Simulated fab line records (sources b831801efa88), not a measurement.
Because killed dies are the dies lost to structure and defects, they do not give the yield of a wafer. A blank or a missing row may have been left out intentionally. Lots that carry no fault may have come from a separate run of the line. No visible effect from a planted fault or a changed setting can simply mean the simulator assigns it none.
Which tool did it? | flow gf180mcu | 13 lots with 38 wafers sampled at 3 steps, on a route of 602 steps

WHAT THE GAUGES SHOWED, per wafer
GF_V2_THK_MEAS_25: measures by xrf.
lot  | measured     | on           | V2_W_THK (nm)
L668 | day 20 03:40 | filmMetro-01 | 342 342 340
L670 | day 21 01:46 | filmMetro-04 | 352 342 341
L671 | day 21 15:30 | filmMetro-01 | 334 348 340
L672 | day 21 22:44 | filmMetro-01 | 335 333 334
L673 | day 22 09:05 | filmMetro-02 | 351 344 342
L674 | day 22 14:31 | filmMetro-01 | 331 351
L678 | day 24 01:19 | filmMetro-01 | 337 339 335
L684 | day 26 01:49 | filmMetro-02 | 337 347 349
L685 | day 26 08:31 | filmMetro-01 | 332 333 349
L686 | day 26 18:33 | filmMetro-04 | 339 342 343
L688 | day 27 06:41 | filmMetro-01 | 349 340 355
L689 | day 27 10:47 | filmMetro-02 | 346 348 333
L690 | day 27 21:46 | filmMetro-04 | 339 349 359

EACH LOT AND THE TOOL THAT RAN IT (in order: tool; ch and the chambers of the sampled wafers; start)
lot  | GF_V2_ETCH_16                     | GF_V2_CVD_23
L668 | rieDiel-01 ch 0,1,2, day 20 02:32 | cvdW-02 ch 0, day 20 03:22
L670 | rieDiel-04 ch 0,1, day 21 00:46   | cvdW-02 ch 0,1, day 21 01:32
L671 | rieDiel-01 ch 2,3, day 21 14:29   | cvdW-01 ch 0,1, day 21 15:17
L672 | rieDiel-01 ch 1,2,3, day 21 21:43 | cvdW-01 ch 1, day 21 22:29
L673 | rieDiel-04 ch 0,1,3, day 22 08:05 | cvdW-02 ch 0,1, day 22 08:51
L674 | rieDiel-01 ch 1,3, day 22 13:29   | cvdW-01 ch 0,1, day 22 14:18
L678 | rieDiel-04 ch 0,1,2, day 24 00:17 | cvdW-02 ch 0,1, day 24 01:05
L684 | rieDiel-01 ch 1,2,3, day 26 00:46 | cvdW-01 ch 0,1, day 26 01:34
L685 | rieDiel-01 ch 0,1,3, day 26 07:31 | cvdW-01 ch 0,1, day 26 08:17
L686 | rieDiel-01 ch 1,2, day 26 17:23   | cvdW-02 ch 1, day 26 18:14
L688 | rieDiel-01 ch 0,1,2, day 27 05:40 | cvdW-01 ch 0,1, day 27 06:26
L689 | rieDiel-04 ch 0,2,3, day 27 09:46 | cvdW-01 ch 0,1, day 27 10:33
L690 | rieDiel-04 ch 0,1,2, day 27 20:41 | cvdW-01 ch 0,1, day 27 21:31
- GF_V2_ETCH_16: etches BARC in N2/H2.
- GF_V2_CVD_23: deposits W, target thk 350 nm, time 104.94 s.

AS READ BY THE TOOLS THEMSELVES (means over the sampled wafers that have a number; for cases with no such wafer, the mark the record gives instead)
GF_V2_ETCH_16.
lot  | tool       | chamberPressureMTorr (mTorr) | drypumpMotorCurrentA (A) | oesProductAu (a.u.) | throttleValvePct (%)
L668 | rieDiel-01 | 30.01                        | 5.7                      | 0.856               | 13.222
L670 | rieDiel-04 | 29.97                        | 5.7                      | 0.858               | 13.223
L671 | rieDiel-01 | 29.97                        | 6.1                      | 0.849               | 13.218
L672 | rieDiel-01 | 29.98                        | 5.6                      | 0.855               | 13.228
L673 | rieDiel-04 | 30.00                        | 5.8                      | 0.855               | 13.223
L674 | rieDiel-01 | 30.04                        | 5.2                      | 0.851               | 13.229
L678 | rieDiel-04 | 29.98                        | 5.6                      | 0.852               | 13.227
L684 | rieDiel-01 | 30.04                        | 5.6                      | 0.853               | 13.219
L685 | rieDiel-01 | 29.99                        | 5.3                      | 0.859               | 13.228
L686 | rieDiel-01 | 29.99                        | 5.6                      | 0.852               | 13.231
L688 | rieDiel-01 | 30.00                        | 5.7                      | 0.854               | 13.229
L689 | rieDiel-04 | 30.02                        | 6.0                      | 0.854               | 13.223
L690 | rieDiel-04 | 30.00                        | 5.6                      | 0.855               | 13.234

GF_V2_CVD_23.
lot  | tool    | chamberPressureTorr (Torr) | heaterPowerW (W)
L668 | cvdW-02 | 40.05                      | 1056
L670 | cvdW-02 | 40.09                      | 830
L671 | cvdW-01 | 39.95                      | 904
L672 | cvdW-01 | 40.01                      | 953
L673 | cvdW-02 | 39.97                      | 832
L674 | cvdW-01 | 40.81                      | 887
L678 | cvdW-02 | 40.08                      | 838
L684 | cvdW-01 | 40.12                      | 880
L685 | cvdW-01 | 40.05                      | 923
L686 | cvdW-02 | 40.03                      | 717
L688 | cvdW-01 | 40.01                      | 877
L689 | cvdW-01 | 39.99                      | 869
L690 | cvdW-01 | 40.01                      | 909

THE ANSWER, worked out from the rows above alone
Rule: what is usual is taken from the lots themselves. Put in order of their means at a reading, lots are off if they are a third of the lots or fewer, leave a main group of 4 or more, and stand apart from it by a gap of 3 or more times the standard deviation of the main group's means; of several such gaps the widest counts. The tables above print the reading to a certain number of digits; a main group whose means all agree to those digits is not used. A lot without any number at a reading at which 4 lots or more have one is off too. All remaining lots with rows at the step are treated as sound. Order of review: gauges by route order, followed by the tools' own readings, for which a lot's mean as printed above is used. At the first step where some lot is off, the reading lying furthest off is the one used; lots without a number count as furthest.
Off: L674 (GF_V2_CVD_23, chamberPressureTorr). The main group has a mean of 40.03 Torr with a standard deviation of 0.048.
A tool fits if, at that step or a process step before it, it ran every lot that is off, and no sound lot after the first of them. None of those tried fits.

WHAT HAD BEEN PUT IN BY THE SIMULATOR
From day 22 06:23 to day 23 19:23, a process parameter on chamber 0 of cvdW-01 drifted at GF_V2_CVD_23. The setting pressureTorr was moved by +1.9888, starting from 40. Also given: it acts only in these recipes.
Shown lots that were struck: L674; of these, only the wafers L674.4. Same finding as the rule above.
